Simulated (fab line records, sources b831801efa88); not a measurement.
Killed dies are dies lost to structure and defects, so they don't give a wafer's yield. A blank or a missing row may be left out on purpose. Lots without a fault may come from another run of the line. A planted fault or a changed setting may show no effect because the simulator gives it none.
fab line records | flow sky130
record lots=6 wafers=18 last_day=50
route steps=708 shown PWDE@55 NWELL@56 PAD_OPEN@708
lots that met no fault: from a run of the same line without faults
start_h: hours from the record's first day to the start of the lot's first wafer shown | wait_h: hours since the lot's step before | " the same as in the row above | L1.1+2: a row that stands for several wafers | - no value, or no start given | * or withheld: withheld | < > ~ a bound
route shown NAME@n: a module of which the file shows steps, and the number in the route of the first | usual: mean/standard deviation of fault-free wafers | same: alike in all rows | chamber/n: place in a boat | sites: the reading at each site | _std_site: their standard deviation | _edge_site: outer sites' mean less inner sites' | radius_mm: how far each site lies from the wafer's centre | mask NAME#n: copy n | behind: the tool/chamber that last shaped the wafer | hold: why the lot was held/for how many hours/how that ended | device: the transistor (n, p or np) that didn't switch | end of line: the same wafers' tests at the end of the route | a step without rows: its recipe alone | killed: dies lost to structure and defects at the first sort, not the wafer's yield | map: a wafer's dies, x killed, . not, _ none there
set.NAME: the setting as run; set.NAME@STEP: as run at that earlier step | model.NAME: the simulator's own value behind a step, which no gauge read
lots at some steps of the route; a table a step, a row a wafer
services: from which hour (start_h, from the record's first day; less than 0 if before it) a tool's chamber was out of use, for how many hours, and why
## steps
# step SKY_PWDE_TW_MEAS_10
# usual PWDE_TW=377/4.8
# columns lot.wafer tool chamber start_h wait_h PWDE_TW
L388.2 film_metro-01 - 115.33 0.1 382
L388.3 " - " " 385
L388.5 " - " " 381
L393.2 film_metro-01 - 138.51 0.1 385
L393.3 " - " " 384
L393.4 " - " " 384
L395.2 film_metro-04 - 144.23 0.1 371
L395.3 " - " " 369
L395.5 " - " " 372
L399.1 film_metro-02 - 165.22 0.1 377
L399.3 " - " " 377
L399.6 " - " " 377
L401.2 film_metro-02 - 172.58 0.1 375
L401.3 " - " " 376
L401.4 " - " " 378
L404.2 film_metro-04 - 192.98 0.1 373
L404.4 " - " " 373
L404.6 " - " " 374
# step SKY_NWELL_DEHYDRATE_03
# recipe temp_c=200 time_s=60
# step SKY_NWELL_HMDS_04
# recipe prime_time_s=60 prime_temp_c=120
# step SKY_NWELL_COAT_05
# recipe spin_rpm=2000 resist_thk_nm=3000
# step SKY_NWELL_SOFTBAKE_06
# recipe temp_c=110 time_s=withheld
# step SKY_NWELL_EXPOSE_07
# recipe mask_id=NWM na=0.6 source_shape=conventional sigma_outer=0.6 polarization=unpolarized target_cd_nm=840 dose_mj=255
# step SKY_NWELL_PEB_08
# recipe temp_c=115 time_s=withheld
# step SKY_NWELL_DEVELOP_09
# recipe wall_angle_deg=90 developer=TMAH develop_time_s=60 dev_temp_c=23
# step SKY_NWELL_OVL_MEAS_10
# usual NWELL_00_OVL=-0.5/1.4
# columns lot.wafer tool chamber start_h wait_h NWELL_00_OVL[nm]
L388.2 overlay-02 - 133.21 - -0.9
L388.3 " - " " 0.0
L388.5 " - " " -1.4
L393.2 overlay-01 - 157.71 - -0.9
L393.3 " - " " -2.1
L393.4 " - " " -2.0
L395.2 overlay-01 - 163.54 - -1.3
L395.3 " - " " 0.7
L395.5 " - " " 0.9
L399.1 overlay-01 - 184.60 - 0.7
L399.3 " - " " 0.6
L399.6 " - " " -1.8
L401.2 overlay-02 - 193.21 - -1.1
L401.3 " - " " -1.4
L401.4 " - " " -2.3
L404.2 overlay-02 - 214.27 - 0.5
L404.4 " - " " 0.1
L404.6 " - " " -1.2
# step SKY_NWELL_IMPLANT_11
# recipe species=P energy_kev=400 dose_cm2=1.922e+13 tilt_deg=withheld
# step SKY_NWELL_IMPLANT_12
# recipe species=P energy_kev=120 dose_cm2=1.3e+12 tilt_deg=withheld
# step SKY_NWELL_IMPLANT_13
# recipe species=P energy_kev=50 dose_cm2=7e+11 tilt_deg=withheld
# step SKY_NWELL_STRIP_14
# recipe chemistry=O2/N2 power_w=1400 pressure_mtorr=1500 platen_temp_c=withheld o2_flow_sccm=3000 n2_flow_sccm=300 overash_fraction=0.5
# usual chamber_pressure_mTorr=1499.9/1.5 drypump_motor_current_A=5.5/0.45 oes_product_au=0.723/0.0044 strip_time_to_endpoint_s=36.90/0.086
# columns lot.wafer tool chamber start_h wait_h chamber_pressure_mTorr drypump_motor_current_A oes_product_au rf_hours_counter_h strip_time_to_endpoint_s
L388.2 plasma_asher-01 0 133.69 0.1 1499.4 5.7 0.722 45 36.95
L388.3 " 0 " " 1501.0 5.7 0.730 - 37.05
L388.5 " 0 " " 1502.0 5.7 0.716 - 36.95
L393.2 plasma_asher-01 1 158.19 0.1 1199.9 5.0 0.693 48 39.82
L393.3 " 0 " " 1200.3 5.7 0.687 - 39.74
L393.4 " 1 " " 1198.8 5.0 0.683 - 39.82
L395.2 plasma_asher-01 1 164.02 0.1 1200.5 4.9 0.686 48 39.78
L395.3 " 1 " " 1199.7 4.9 0.682 - 39.76
L395.5 " 0 " " 1201.1 5.7 0.683 - 39.70
L399.1 plasma_asher-04 1 185.09 0.1 1502.1 6.2 0.720 37 36.91
L399.3 " 0 " " 1499.9 6.1 0.722 - 36.94
L399.6 " 1 " " 1500.0 6.1 0.716 - 36.92
L401.2 plasma_asher-02 1 193.69 0.1 1500.7 5.4 0.725 50 36.76
L401.3 " 1 " " 1498.9 5.4 0.720 - 36.89
L401.4 " 0 " " 1498.6 5.1 0.729 - 36.87
L404.2 plasma_asher-04 1 214.75 0.1 1499.5 6.2 0.716 40 37.04
L404.4 " 1 " " 1499.8 6.1 0.728 - 36.92
L404.6 " 1 " " 1501.1 6.1 0.723 - 36.82
# step SKY_NWELL_TW_MEAS_15
# usual NWELL_TW=1850/24
# columns lot.wafer tool chamber start_h wait_h NWELL_TW
L388.2 film_metro-04 - 133.80 0.1 1813
L388.3 " - " " 1804
L388.5 " - " " 1815
L393.2 film_metro-04 - 158.30 0.1 1809
L393.3 " - " " 1809
L393.4 " - " " 1818
L395.2 film_metro-01 - 164.13 0.1 1870
L395.3 " - " " 1866
L395.5 " - " " 1865
L399.1 film_metro-01 - 185.19 0.1 1868
L399.3 " - " " 1862
L399.6 " - " " 1863
L401.2 film_metro-04 - 193.80 0.1 1819
L401.3 " - " " 1827
L401.4 " - " " 1835
L404.2 film_metro-04 - 214.86 0.1 1812
L404.4 " - " " 1829
L404.6 " - " " 1807
# step SKY_PAD_OPEN_PROBE_99
# usual killed_at_M0_to_M3=44/7.4 killed_at_M4_up=3.2/2 killed_at_contacts=24/5.1 killed_at_front_end=15/4.8 killed_at_other=0.2/0.46 killed_dies=86/10 killed_open=47/7.5 killed_short=39/7
# same gross_dies=492 killed_at_back_side=0
# columns lot.wafer tool chamber start_h wait_h killed_at_M0_to_M3 killed_at_M4_up killed_at_contacts killed_at_front_end killed_at_other killed_dies killed_open killed_short
L395.2 prober-02 - 1163.76 0.1 61 5 26 13 0 105 53 52
L395.3 prober-02 - 1163.81 0.2 49 2 21 10 0 82 49 32
L395.5 prober-02 - 1163.91 0.2 52 0 20 14 0 86 47 39
L393.2 prober-02 - 1167.34 0.1 51 5 32 27 0 115 60 55
L393.3 prober-02 - 1167.39 0.2 50 4 28 18 2 102 60 40
L393.4 prober-02 - 1167.44 0.2 33 4 24 17 1 79 45 32
L401.2 prober-02 - 1182.82 0.1 31 3 24 9 0 67 33 34
L401.3 prober-02 - 1182.87 0.2 34 5 26 18 0 83 41 42
L401.4 prober-02 - 1182.92 0.2 44 6 21 11 1 83 46 37
L404.2 prober-01 - 1193.40 0.1 34 1 28 18 0 81 48 33
L404.4 prober-01 - 1193.50 0.2 59 4 18 20 0 101 57 44
L404.6 prober-01 - 1193.60 0.2 48 6 19 15 0 88 54 34
# killed by level:class
L395.2 VIA3:geometric_particle:open=11 VIA1:geometric_particle:open=10 METAL1:geometric_particle:short=10 VIA1:geometric_particle:short=10 LI_CONTACT:geometric_particle:open=8 CONTACT:geometric_particle:short=7 FIELD_ISO:geometric_particle:open=5 CONTACT:geometric_particle:open=5
L395.3 VIA2:geometric_particle:open=13 VIA1:geometric_particle:open=11 CONTACT:geometric_particle:open=9 LI_CONTACT:geometric_particle:open=7 METAL1:geometric_particle:short=5 VIA1:geometric_particle:short=4 VIA2:geometric_particle:short=4 FIELD_ISO:geometric_particle:short=3
L395.5 VIA2:geometric_particle:open=11 VIA1:geometric_particle:open=10 CONTACT:geometric_particle:open=9 METAL1:geometric_particle:short=9 METAL2:geometric_particle:short=5 FIELD_ISO:geometric_particle:open=4 LI_CONTACT:geometric_particle:short=4 LI_CONTACT:geometric_particle:open=4
L393.2 VIA1:geometric_particle:open=17 CONTACT:geometric_particle:open=12 FIELD_ISO:geometric_particle:open=8 POLY_GATE:geometric_particle:short=7 LI_CONTACT:geometric_particle:open=7 METAL2:geometric_particle:short=7 FIELD_ISO:geometric_particle:short=6 METAL1:geometric_particle:short=6
L393.3 CONTACT:geometric_particle:open=13 VIA3:geometric_particle:open=11 VIA1:geometric_particle:open=11 METAL2:geometric_particle:short=9 VIA2:geometric_particle:open=8 LI_CONTACT:geometric_particle:open=4 LOCAL_INTERCONNECT:geometric_particle:short=4 CONTACT:geometric_particle:short=4
L393.4 VIA1:geometric_particle:open=11 CONTACT:geometric_particle:open=8 LI_CONTACT:geometric_particle:open=6 FIELD_ISO:geometric_particle:short=5 LOCAL_INTERCONNECT:geometric_particle:short=5 VIA3:geometric_particle:open=5 METAL2:geometric_particle:short=5 FIELD_ISO:geometric_particle:open=3
L401.2 CONTACT:geometric_particle:open=9 VIA1:geometric_particle:open=6 METAL1:geometric_particle:short=5 LI_CONTACT:geometric_particle:open=4 LOCAL_INTERCONNECT:geometric_particle:short=4 VIA3:geometric_particle:open=4 LI_CONTACT:geometric_particle:short=3 CONTACT:geometric_particle:short=3
L401.3 CONTACT:geometric_particle:open=9 VIA1:geometric_particle:short=9 LI_CONTACT:geometric_particle:open=7 FIELD_ISO:geometric_particle:open=5 CONTACT:geometric_particle:short=5 VIA1:geometric_particle:open=5 METAL2:geometric_particle:short=5 METAL4:geometric_particle:short=5
L401.4 VIA1:geometric_particle:open=10 CONTACT:geometric_particle:open=9 METAL1:geometric_particle:short=9 VIA2:geometric_particle:open=7 VIA3:geometric_particle:open=7 POLY_GATE:geometric_particle:short=5 LI_CONTACT:geometric_particle:open=4 METAL4:geometric_particle:short=4
L404.2 VIA1:geometric_particle:open=14 LI_CONTACT:geometric_particle:open=11 CONTACT:geometric_particle:open=6 METAL2:geometric_particle:short=6 FIELD_ISO:geometric_particle:short=5 FIELD_ISO:geometric_particle:open=5 LOCAL_INTERCONNECT:geometric_particle:short=5 VIA1:geometric_particle:short=5
L404.4 VIA1:geometric_particle:open=15 METAL1:geometric_particle:short=9 POLY_GATE:geometric_particle:short=7 LI_CONTACT:geometric_particle:open=7 CONTACT:geometric_particle:open=6 METAL2:geometric_particle:open=6 METAL2:geometric_particle:short=5 METAL3:geometric_particle:short=5
L404.6 VIA1:geometric_particle:open=15 POLY_GATE:geometric_particle:open=7 CONTACT:geometric_particle:open=6 FIELD_ISO:geometric_particle:open=5 VIA3:geometric_particle:open=5 METAL2:geometric_particle:short=5 METAL1:geometric_particle:short=4 LOCAL_INTERCONNECT:geometric_particle:short=4
## services
# columns tool chamber start_h hours kind
plasma_asher-01 - 137.26 1.7 repair
## key
first_sign step=SKY_NWELL_STRIP_14 reading=chamber_pressure_mTorr direction=down sigmas=99+ usual=1499.9 struck=1200.0
effect step=SKY_NWELL_STRIP_14 reading=strip_time_to_endpoint_s direction=up sigmas=33 usual=* struck=*
met_at SKY_NWELL_STRIP_14
struck_wafers L393.2,L393.3,L393.4,L395.2,L395.3,L395.5
tester_left_out L393,L395
onset_between 133.69 158.19
fault kind=process_parameter_drift tool=plasma_asher-01 chamber=- onset_h=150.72 steps=SKY_NWELL_STRIP_14 channel=pressure_mtorr offset=-300 shape=step end_h=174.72 acts_in=these_recipes_only stated=1500
# tester_left_out: of these lots the tester's yield and bins aren't shown, on N5 and GAA mostly nor the transistor test; their killed dies are dies lost to structure and defects alone, not to doping, threshold or leakage, so they don't give the yield
